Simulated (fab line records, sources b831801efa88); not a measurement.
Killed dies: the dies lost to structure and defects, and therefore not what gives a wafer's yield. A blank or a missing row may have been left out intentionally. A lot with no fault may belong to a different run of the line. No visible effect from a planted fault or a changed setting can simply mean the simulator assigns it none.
fab line records    flow sky130
record lots=10  wafers=30  last_day=50
route steps=708 shown VIA1@478 METAL2@485 PAD_OPEN@708
lots that met no fault: from a run of the same line without faults
start_h: start of the lot's first displayed wafer, in hours after the record's first day    wait_h: time in hours since the lot's previous step    " same as the row above    L1.1+2: a single row standing in for several wafers    - no value, or no start given    * or withheld: withheld    < > ~ a bound
route shown NAME@n: names a module that has steps shown in the file, with the first one's number in the route    usual: mean/standard deviation taken from wafers without a fault    same: alike in all rows    chamber/n: place in a boat    sites: each site's reading    _std_site: their standard deviation    _edge_site: the outer-site mean with the inner-site mean subtracted    radius_mm: how far each site lies from the wafer's centre    mask NAME#n: copy n    behind: the last tool/chamber to shape the wafer    hold: what put the lot on hold/how long, in hours/how the hold closed    device: whichever transistor did not switch (one of n, p or np)    end of line: the same wafers' tests at the end of the route    a step given without rows: its recipe and nothing more    killed: dies lost to structure and defects at the first sort, not the wafer's yield    map: a wafer's dies, marking killed ones x, the rest . and places with no die _
set.NAME: setting as actually run; set.NAME@STEP: the setting as run at that earlier step    model.NAME: the simulator's own value behind a step, which no gauge read
steps of the route over a sample of lots; a table a step, a row a wafer
services: the hour from which a tool's chamber was out of use, counted from the record's first day as start_h (under 0 if before that day), plus the number of hours and why
## steps
# step SKY_VIA1_SPUTTER_20
# recipe material=TiN  target_thk_nm=20  chamber_pressure_pa=5  power_w=4000  time_s=80
# usual throttle_valve_pct=30.0/1.3
lot.wafer  tool            chamber  start_h  wait_h  throttle_valve_pct
L568.2     pvd_sputter-03  -        817.44   0.0     31.2
L568.4     "               -        "        "       28.3
L568.5     "               -        "        "       29.6
L572.1     pvd_sputter-01  -        853.42   0.0     31.9
L572.3     "               -        "        "       31.1
L572.4     "               -        "        "       28.2
L574.1     pvd_sputter-01  -        864.47   0.0     30.9
L574.2     "               -        "        "       31.9
L574.6     "               -        "        "       31.9
L575.1     pvd_sputter-03  -        871.16   0.0     29.5
L575.4     "               -        "        "       30.1
L575.5     "               -        "        "       31.4
L576.1     pvd_sputter-01  -        892.97   0.0     32.1
L576.4     "               -        "        "       29.0
L576.5     "               -        "        "       30.9
L581.1     pvd_sputter-03  -        917.81   0.0     31.2
L581.2     "               -        "        "       28.0
L581.5     "               -        "        "       28.6
L582.1     pvd_sputter-03  -        921.57   0.0     29.4
L582.2     "               -        "        "       31.3
L582.5     "               -        "        "       29.9
L583.1     pvd_sputter-03  -        932.76   0.0     28.2
L583.4     "               -        "        "       31.4
L583.6     "               -        "        "       28.3
L588.3     pvd_sputter-04  -        974.01   0.0     28.8
L588.4     "               -        "        "       30.4
L588.5     "               -        "        "       28.5
L587.1     pvd_sputter-03  -        974.71   0.0     29.5
L587.3     "               -        "        "       31.2
L587.5     "               -        "        "       29.7
# step SKY_METAL2_SPUTTER_02
# recipe material=AlCu  target_thk_nm=250  power_w=10600  time_s=13.3  chamber_pressure_pa=0.4
# usual throttle_valve_pct=29.6/1.2
lot.wafer  tool            chamber  start_h  wait_h  throttle_valve_pct
L568.2     pvd_sputter-01  -        818.12   0.0     28.5
L568.4     "               -        "        "       29.2
L568.5     "               -        "        "       32.0
L572.1     pvd_sputter-04  -        854.10   0.0     31.0
L572.3     "               -        "        "       30.1
L572.4     "               -        "        "       28.4
L574.1     pvd_sputter-04  -        865.15   0.0     30.1
L574.2     "               -        "        "       28.6
L574.6     "               -        "        "       28.7
L575.1     pvd_sputter-04  -        871.85   0.0     31.1
L575.4     "               -        "        "       30.4
L575.5     "               -        "        "       31.1
L576.1     pvd_sputter-04  -        893.65   0.0     30.6
L576.4     "               -        "        "       30.5
L576.5     "               -        "        "       28.8
L581.1     pvd_sputter-04  -        918.49   0.0     30.5
L581.2     "               -        "        "       31.0
L581.5     "               -        "        "       30.2
L582.1     pvd_sputter-04  -        922.25   0.0     29.1
L582.2     "               -        "        "       30.1
L582.5     "               -        "        "       30.3
L583.1     pvd_sputter-01  -        933.44   0.0     32.0
L583.4     "               -        "        "       28.1
L583.6     "               -        "        "       28.1
L588.3     pvd_sputter-01  -        974.69   0.0     32.1
L588.4     "               -        "        "       29.0
L588.5     "               -        "        "       31.0
L587.1     pvd_sputter-02  -        975.39   0.0     28.1
L587.3     "               -        "        "       29.2
L587.5     "               -        "        "       29.2
# step SKY_METAL2_SPUTTER_03
# recipe material=Ti  target_thk_nm=5  power_w=3000  time_s=3.3  chamber_pressure_pa=0.4
# usual throttle_valve_pct=29.6/1.2
lot.wafer  tool            chamber  start_h  wait_h  throttle_valve_pct
L568.2     pvd_sputter-01  -        818.14   0.0     28.1
L568.4     "               -        "        "       29.0
L568.5     "               -        "        "       31.9
L572.1     pvd_sputter-04  -        854.13   0.0     30.8
L572.3     "               -        "        "       30.3
L572.4     "               -        "        "       28.9
L574.1     pvd_sputter-04  -        865.17   0.0     30.4
L574.2     "               -        "        "       29.0
L574.6     "               -        "        "       29.0
L575.1     pvd_sputter-04  -        871.87   0.0     31.1
L575.4     "               -        "        "       30.8
L575.5     "               -        "        "       30.9
L576.1     pvd_sputter-04  -        893.67   0.0     30.7
L576.4     "               -        "        "       31.1
L576.5     "               -        "        "       28.8
L581.1     pvd_sputter-04  -        918.52   0.0     30.0
L581.2     "               -        "        "       31.1
L581.5     "               -        "        "       30.4
L582.1     pvd_sputter-04  -        922.27   0.0     28.9
L582.2     "               -        "        "       30.5
L582.5     "               -        "        "       30.5
L583.1     pvd_sputter-01  -        933.46   0.0     32.0
L583.4     "               -        "        "       28.0
L583.6     "               -        "        "       28.3
L588.3     pvd_sputter-01  -        974.72   0.0     31.9
L588.4     "               -        "        "       29.2
L588.5     "               -        "        "       31.1
L587.1     pvd_sputter-02  -        975.42   0.0     28.3
L587.3     "               -        "        "       29.1
L587.5     "               -        "        "       29.3
# step SKY_METAL2_RS_MEAS_05
# recipe thk_meas_gauge=four-point-probe  reads=TiN_of_METAL2_SPUTTER_04+Ti_of_METAL2_SPUTTER_03+AlCu_of_METAL2_SPUTTER_02+TiN_of_METAL2_SPUTTER_01+Ti_of_METAL2_SPUTTER_00
# usual METAL2_ALCU_RS=0.1268/0.0017
lot.wafer  tool           chamber  start_h  wait_h  hold                      METAL2_ALCU_RS[ohm/sq]
L568.2     film_metro-04  -        818.23   0.0     -                         0.1218
L568.4     "              -        "        "       -                         0.1258
L568.5     "              -        "        "       -                         0.1241
L572.1     film_metro-01  -        854.19   0.0     -                         0.1284
L572.3     "              -        "        "       -                         0.1264
L572.4     "              -        "        "       -                         0.1268
L574.1     film_metro-04  -        865.24   0.0     -                         0.1242
L574.2     "              -        "        "       -                         0.1277
L574.6     "              -        "        "       -                         0.1265
L575.1     film_metro-04  -        871.94   0.0     -                         0.1270
L575.4     "              -        "        "       -                         0.1262
L575.5     "              -        "        "       -                         0.1275
L576.1     film_metro-02  -        893.74   0.0     -                         0.1251
L576.4     "              -        "        "       -                         0.1259
L576.5     "              -        "        "       -                         0.1264
L581.1     film_metro-02  -        918.58   0.0     await_dispo/0.2h/release  0.1093
L581.2     "              -        "        "       await_dispo/0.2h/release  0.1277
L581.5     "              -        "        "       await_dispo/0.2h/release  0.1090
L581.1     film_metro-02  -        918.87   0.3     -                         0.1091
L581.2     "              -        "        "       -                         0.1276
L581.5     "              -        "        "       -                         0.1089
L582.1     film_metro-04  -        922.34   0.0     await_dispo/0.2h/release  0.1274
L582.2     "              -        "        "       await_dispo/0.2h/release  0.1096
L582.5     "              -        "        "       await_dispo/0.2h/release  0.1093
L582.1     film_metro-04  -        922.63   0.3     -                         0.1273
L582.2     "              -        "        "       -                         0.1095
L582.5     "              -        "        "       -                         0.1091
L583.1     film_metro-01  -        933.53   0.0     -                         0.1255
L583.4     "              -        "        "       -                         0.1236
L583.6     "              -        "        "       -                         0.1238
L588.3     film_metro-01  -        974.82   0.1     -                         0.1254
L588.4     "              -        "        "       -                         0.1255
L588.5     "              -        "        "       -                         0.1248
L587.1     film_metro-01  -        975.48   0.0     -                         0.1273
L587.3     "              -        "        "       -                         0.1271
L587.5     "              -        "        "       -                         0.1272
# step SKY_METAL2_THK_MEAS_06
# recipe thk_meas_gauge=xrf  reads=AlCu_of_METAL2_SPUTTER_02
# usual METAL2_ALCU_THK=253/3.5
lot.wafer  tool           chamber  start_h  wait_h  hold                      METAL2_ALCU_THK[nm]
L568.2     film_metro-04  -        818.34   0.1     -                         261
L568.4     "              -        "        "       -                         255
L568.5     "              -        "        "       -                         259
L572.1     film_metro-01  -        854.31   0.1     -                         252
L572.3     "              -        "        "       -                         255
L572.4     "              -        "        "       -                         255
L574.1     film_metro-04  -        865.36   0.1     -                         255
L574.2     "              -        "        "       -                         252
L574.6     "              -        "        "       -                         254
L575.1     film_metro-04  -        872.06   0.1     -                         253
L575.4     "              -        "        "       -                         255
L575.5     "              -        "        "       -                         252
L576.1     film_metro-02  -        893.86   0.1     -                         252
L576.4     "              -        "        "       -                         253
L576.5     "              -        "        "       -                         253
L582.1     film_metro-04  -        924.98   2.3     await_dispo/0.2h/release  254
L582.2     "              -        "        "       await_dispo/0.2h/release  293
L582.5     "              -        "        "       await_dispo/0.2h/release  295
L582.1     film_metro-04  -        925.21   0.2     -                         254
L582.2     "              -        "        "       -                         290
L582.5     "              -        "        "       -                         294
L581.1     film_metro-02  -        927.13   8.2     await_dispo/0.2h/release  294
L581.2     "              -        "        "       await_dispo/0.2h/release  249
L581.5     "              -        "        "       await_dispo/0.2h/release  291
L581.1     film_metro-02  -        927.36   0.2     -                         295
L581.2     "              -        "        "       -                         252
L581.5     "              -        "        "       -                         293
L583.1     film_metro-01  -        933.65   0.1     -                         258
L583.4     "              -        "        "       -                         258
L583.6     "              -        "        "       -                         259
L588.3     film_metro-01  -        974.92   0.1     -                         257
L588.4     "              -        "        "       -                         258
L588.5     "              -        "        "       -                         257
L587.1     film_metro-01  -        975.60   0.1     -                         255
L587.3     "              -        "        "       -                         253
L587.5     "              -        "        "       -                         253
# step SKY_METAL2_DESCUM_17
# recipe chemistry=O2  source_power_w=150  bias_power_w=0  pressure_mtorr=10  temp_c=40  time_s=8
# usual drypump_motor_current_A=5.50/0.27  oes_product_au=1.003/0.012  rf_fwd_power_W=147.1/0.65
lot.wafer  tool          chamber  start_h  wait_h  drypump_motor_current_A  oes_product_au  rf_fwd_power_W  rf_hours_counter_h
L568.2     rie_metal-01  0        844.38   0.0     5.86                     1.008           148.0           16
L568.4     "             1        "        "       5.08                     1.020           146.4           -
L568.5     "             1        "        "       5.09                     1.013           146.4           -
L572.1     rie_metal-02  0        880.37   0.0     5.51                     1.011           147.4           8
L572.3     "             0        "        "       5.52                     1.017           147.4           -
L572.4     "             1        "        "       5.80                     0.966           146.0           -
L574.1     rie_metal-03  0        891.78   0.0     5.44                     1.007           147.6           2
L574.2     "             1        "        "       5.43                     0.995           146.8           10
L574.6     "             0        "        "       5.44                     1.002           147.1           -
L575.1     rie_metal-01  0        898.49   0.0     5.85                     1.002           147.4           18
L575.4     "             0        "        "       5.86                     0.992           147.5           -
L575.5     "             0        "        "       5.87                     0.997           147.4           -
L576.1     rie_metal-01  1        918.92   0.0     5.09                     1.016           146.4           13
L576.4     "             1        "        "       5.10                     1.017           146.4           -
L576.5     "             1        "        "       5.09                     1.008           146.2           -
L581.1     rie_metal-02  0        943.78   0.0     5.51                     1.016           147.7           12
L581.2     "             1        "        "       5.79                     0.998           147.6           1
L581.5     "             1        "        "       5.80                     0.989           147.3           -
L582.1     rie_metal-02  0        947.27   0.0     5.51                     1.016           146.9           13
L582.2     "             1        "        "       5.80                     0.995           146.3           1
L582.5     "             0        "        "       5.51                     1.015           147.8           -
L583.1     rie_metal-02  0        958.55   0.0     5.52                     1.020           147.2           13
L583.4     "             1        "        "       5.81                     0.997           146.5           -
L583.6     "             0        "        "       5.52                     1.017           146.7           -
L588.3     rie_metal-02  1        998.40   0.0     5.80                     0.996           147.1           -
L588.4     "             0        "        "       5.52                     1.025           146.9           -
L588.5     "             1        "        "       5.79                     0.996           146.6           -
L587.1     rie_metal-01  1        999.62   0.0     5.11                     1.020           146.1           17
L587.3     "             1        "        "       5.11                     1.013           145.8           -
L587.5     "             0        "        "       5.88                     1.000           147.7           -
# step SKY_PAD_OPEN_PROBE_99
# usual defect_limited_yield=82.5/1.9  killed_at_M0_to_M3=42/6.9  killed_at_M4_up=3.2/1.7  killed_at_contacts=25/5.1  killed_at_front_end=15/4.5  killed_at_other=0.4/0.63  killed_dies=86/9.3  killed_open=46/7  killed_short=39/6.9  sort_bin_3_pad_short=0.9/0.45  sort_bin_5_function=10.4/1.5  sort_bin_6_memory=6.3/1.1  sort_n_pass=406/9.3  sort_yield_pct=82.5/1.9
# same gross_dies=492  killed_at_back_side=0  sort_bin_4_leakage[%]=0  sort_bin_8_speed[%]=0
lot.wafer  tool       chamber  start_h  wait_h  defect_limited_yield[%]  killed_at_M0_to_M3  killed_at_M4_up  killed_at_contacts  killed_at_front_end  killed_at_other  killed_dies  killed_open  killed_short  sort_bin_3_pad_short[%]  sort_bin_5_function[%]  sort_bin_6_memory[%]  sort_n_pass  sort_yield_pct[%]
L576.1     prober-02  -        1153.53  0.1     82.9                     31                  5                28                  20                   0                84           41           42            0.4                      11.2                    5.5                   408          82.9
L576.4     prober-02  -        1153.68  0.2     82.5                     32                  4                37                  13                   0                86           50           35            0.6                      11.0                    5.9                   406          82.5
L576.5     prober-02  -        1153.73  0.2     81.5                     47                  3                24                  17                   0                91           50           40            1.6                      10.6                    6.3                   401          81.5
L582.5     prober-01  -        1173.79  0.2     82.5                     48                  2                27                  9                    0                86           39           46            1.0                      9.1                     7.3                   406          82.5
L588.3     prober-02  -        1207.09  0.2     82.1                     44                  3                28                  12                   1                88           53           35            0.2                      11.4                    6.3                   404          82.1
L588.4     prober-02  -        1207.14  0.2     82.3                     49                  2                24                  12                   0                87           46           41            1.8                      9.8                     6.1                   405          82.3
L588.5     prober-02  -        1207.19  0.2     86.0                     35                  4                17                  13                   0                69           43           26            0.8                      8.9                     4.3                   423          86.0
# killed by level:class
L576.1 CONTACT:geometric_particle:open=9 FIELD_ISO:geometric_particle:open=7 CONTACT:geometric_particle:short=7 FIELD_ISO:geometric_particle:short=6 VIA1:geometric_particle:open=6 LOCAL_INTERCONNECT:geometric_particle:short=6 METAL2:geometric_particle:short=6 LI_CONTACT:geometric_particle:open=5
L576.4 CONTACT:geometric_particle:open=16 LI_CONTACT:geometric_particle:open=8 VIA2:geometric_particle:open=6 VIA1:geometric_particle:open=5 LI_CONTACT:geometric_particle:short=4 METAL2:geometric_particle:short=4 LOCAL_INTERCONNECT:geometric_particle:short=4 CONTACT:geometric_particle:short=4
L576.5 VIA1:geometric_particle:open=12 METAL1:geometric_particle:short=10 LI_CONTACT:geometric_particle:open=9 VIA2:geometric_particle:open=7 FIELD_ISO:geometric_particle:open=6 VIA3:geometric_particle:open=6 FIELD_ISO:geometric_particle:short=5 LOCAL_INTERCONNECT:geometric_particle:short=4
L582.5 VIA2:geometric_particle:open=12 LOCAL_INTERCONNECT:geometric_particle:short=9 VIA1:geometric_particle:open=9 METAL3:geometric_particle:short=6 LI_CONTACT:geometric_particle:open=5 CONTACT:geometric_particle:open=5 VIA1:geometric_particle:short=5 METAL2:geometric_particle:short=5
L588.3 VIA1:geometric_particle:open=13 CONTACT:geometric_particle:open=11 CONTACT:geometric_particle:short=8 VIA3:geometric_particle:open=7 VIA1:geometric_particle:short=6 METAL2:geometric_particle:short=6 VIA2:geometric_particle:open=6 LI_CONTACT:geometric_particle:open=5
L588.4 VIA1:geometric_particle:open=11 CONTACT:geometric_particle:short=8 VIA3:geometric_particle:open=8 CONTACT:geometric_particle:open=7 METAL2:geometric_particle:short=7 METAL1:geometric_particle:short=7 FIELD_ISO:geometric_particle:open=5 LI_CONTACT:geometric_particle:open=5
L588.5 VIA1:geometric_particle:open=9 CONTACT:geometric_particle:open=7 VIA2:geometric_particle:open=7 VIA3:geometric_particle:short=6 POLY_GATE:geometric_particle:open=5 VIA3:geometric_particle:open=4 LI_CONTACT:geometric_particle:open=3 LOCAL_INTERCONNECT:geometric_particle:short=3
## services
tool            chamber  start_h  hours  kind
pvd_sputter-01  -        796.74   4.7    repair
pvd_sputter-03  0        800.75   -      consumable_replace:kit
pvd_sputter-03  0        800.75   18.0   scheduled_down
pvd_sputter-03  0        800.75   18.0   vent_cycle
rie_metal-03    0        812.04   -      clean
rie_metal-03    0        812.04   32.1   scheduled_down
rie_metal-01    -        817.47   0.8    repair
rie_metal-03    -        844.26   0.6    repair
rie_metal-02    -        870.71   1.4    pm
pvd_sputter-03  -        893.67   2.5    repair
rie_metal-03    1        894.15   19.9   repair
pvd_sputter-04  1        895.05   -      consumable_replace:kit
pvd_sputter-04  1        895.05   18.0   scheduled_down
pvd_sputter-04  1        895.05   18.0   vent_cycle
rie_metal-02    1        903.24   -      clean
rie_metal-02    1        903.24   13.2   scheduled_down
rie_metal-02    1        903.24   13.2   vent_cycle
rie_metal-01    0        909.46   -      clean
rie_metal-01    0        909.46   14.9   scheduled_down
rie_metal-01    0        909.46   14.9   vent_cycle
pvd_sputter-02  1        925.89   -      consumable_replace:kit
pvd_sputter-02  1        925.89   18.0   scheduled_down
pvd_sputter-02  1        925.89   18.0   vent_cycle
rie_metal-01    0        951.56   3.3    repair
## key
first_sign step=SKY_METAL2_RS_MEAS_05  reading=visit  direction=added
effect step=SKY_METAL2_RS_MEAS_05  reading=METAL2_ALCU_RS  direction=down  sigmas=10  usual=0.1268  struck=0.1093
effect step=SKY_METAL2_THK_MEAS_06  reading=visit  direction=added
effect step=SKY_METAL2_THK_MEAS_06  reading=METAL2_ALCU_THK  direction=up  sigmas=12  usual=253  struck=293
met_at SKY_METAL2_SPUTTER_02
struck_lots L581,L582
struck_wafers L581.1,L581.5,L582.2,L582.5
not_acting_at SKY_VIA1_SPUTTER_20,SKY_METAL2_SPUTTER_03,SKY_METAL2_DESCUM_17
onset_between 865.15 918.49
fault kind=process_parameter_drift  tool=pvd_sputter-04  chamber=-  onset_h=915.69  steps=SKY_METAL2_SPUTTER_02  channel=time_s  offset=*  shape=step  end_h=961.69  acts_in=*  stated=*  scope=struck_wafers_only
